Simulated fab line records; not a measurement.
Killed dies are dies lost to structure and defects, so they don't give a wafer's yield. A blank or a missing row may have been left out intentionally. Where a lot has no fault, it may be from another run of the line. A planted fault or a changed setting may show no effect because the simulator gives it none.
Comparing a struck lot with a sound one | flow sfq-line | 20 out of 325 route steps
Sound: these wafers, L498.3, L498.5, L498.6. Struck: wafer L510.6 (L510.2, L510.3, from the same lot, were not struck and are left out); the cause is given at the end.
Order at every step that has rows: each side's tool, ch and its chambers, its first start. Under that, the readings that differ: sound wafers | struck wafers | difference of the means | sigmas: that difference in standard deviations of wafers without a fault.
alike: readings with means less than 2 such deviations apart, plus words and numbers identical on both sides. not compared: withheld readings, readings lacking a value on some wafer, bounds such as >300 that could conceal the same value, and numbers that have no deviation in the record and whose values overlap.
The two part at a step that has a row with sigmas, a row that says differs or no value, or rows on one side only. Numbers that have no deviation but don't overlap get no sigmas and don't part them. Lack of a reading on every wafer of one side parts them only where that side has two or more wafers.

first, 3 steps without rows for these wafers: SFQ_TRILAYER_I1_VIA_LITHO_EXPOSE_050 (exposes mask I1, target cd 500 nm); SFQ_TRILAYER_I1_VIA_LITHO_PEB_052 (peb time 60 s); SFQ_TRILAYER_I1_VIA_LITHO_DEVELOP_051 (time 60 s).
SFQ_I1_OVL_MEAS_913:
  struck on overlay-01, day 34 05:56; sound on overlay-01, day 30 04:34
  alike: I1_OVL
SFQ_TRILAYER_I1_VIA_BARC_OPEN_VIA_ETCH_071: etches BARC in O2, target depth 125 nm, time 41.7 s.
  sound on rie-diel-01 ch 0,1, day 30 04:36; struck on rie-diel-03 ch 0, day 34 05:58
  alike: drypump-motor-current-A, oes-product-au
  not compared: rf-hours-counter-h
SFQ_TRILAYER_I1_VIA_ETCH_VIA_ETCH_052: etches SiO2 in CHF3, stops on Nb, target depth 260 nm.
  sound on rie-diel-01 ch 0,1, day 30 04:38; struck on rie-diel-03 ch 0, day 34 06:01
  alike: drypump-motor-current-A, oes-product-au
SFQ_TRILAYER_I1_VIA_STRIP_STRIP_053: strips in O2.
  sound on rie-metal-02 ch 0,1, day 30 04:57; struck on rie-metal-03 ch 0, day 34 06:07
  alike: drypump-motor-current-A, oes-product-au
  not compared: rf-hours-counter-h
then, 2 steps without rows for these wafers: SFQ_TRILAYER_I1_VIA_STRIP_SOLV_CLEAN_054 (cleans in NMP, time 600 s); SFQ_TRILAYER_M2_DEP_PRE_CLEAN_056 (time 22.5 s).
SFQ_TRILAYER_M2_DEP_SPUTTER_055: material Nb, target thk 200 nm, time 133.3 s.
  struck on pvd-sputter-05, day 34 07:06; sound on pvd-sputter-03, day 30 05:33
  alike: throttle-valve-pct
SFQ_M2_RS_MEAS_914: uses a four-point probe to measure.
  struck on film-metro-04, day 34 07:13; sound on film-metro-03, day 30 05:41
  alike: M2_NB_RS
SFQ_TRILAYER_M2_LITHO_COAT_062: resist thk 62 nm.
  sound on litho-track-02 ch 0, day 30 05:55; struck on litho-track-04 ch 0, day 34 07:25
  reading                                              | sound             | struck | difference | sigmas
  model.BARC_of_TRILAYER_M2_LITHO_COAT_062.thk-nm (nm) | 62.18 62.16 62.22 | 59.09  | -3.10      |
  alike: chill-plate-temp-C
then, 5 steps without rows for these wafers: SFQ_TRILAYER_M2_LITHO_COAT_057 (resist thk 600 nm); SFQ_TRILAYER_M2_LITHO_SOFTBAKE_061; SFQ_TRILAYER_M2_LITHO_EXPOSE_058 (exposes mask M2, target cd 500 nm); SFQ_TRILAYER_M2_LITHO_PEB_060 (peb time 60 s); SFQ_TRILAYER_M2_LITHO_DEVELOP_059 (time 60 s).
-- the record jumps here: 6 days lie between the struck wafers' starts before and after --
SFQ_M2_OVL_MEAS_916:
  struck on overlay-01, day 40 10:29; sound on overlay-02, day 34 21:32
  alike: M2_OVL
SFQ_TRILAYER_M2_BARC_OPEN_METAL_ETCH_077: etches BARC in O2, target depth 125 nm, time 41.7 s.
  sound on rie-metal-04 ch 0,1, day 34 21:35; struck on rie-metal-03 ch 0, day 40 10:31
  reading                  | sound             | struck | difference | sigmas
  oes-product-au (a.u.)    | 0.684 0.693 0.686 | 0.670  | -0.018     | -4
  model.etch.depth-nm (nm) | 62.18 62.16 62.22 | 59.09  | -3.10      |
  alike: drypump-motor-current-A
  not compared: rf-hours-counter-h
SFQ_TRILAYER_M2_ETCH_METAL_ETCH_060: etches Nb in Cl2/Ar, stops on SiO2, target depth 240 nm, time 120 s.
  sound on rie-metal-04 ch 0,1, day 34 21:40; struck on rie-metal-03 ch 0, day 40 10:34
  alike: drypump-motor-current-A, oes-product-au
  not compared: rf-hours-counter-h

WHERE THEY PART
At SFQ_TRILAYER_M2_BARC_OPEN_METAL_ETCH_077 and nowhere else, as far as this record goes. Later steps at which nothing parts them and some readings are alike: SFQ_TRILAYER_M2_ETCH_METAL_ETCH_060.

WHY: what had been put in by the simulator
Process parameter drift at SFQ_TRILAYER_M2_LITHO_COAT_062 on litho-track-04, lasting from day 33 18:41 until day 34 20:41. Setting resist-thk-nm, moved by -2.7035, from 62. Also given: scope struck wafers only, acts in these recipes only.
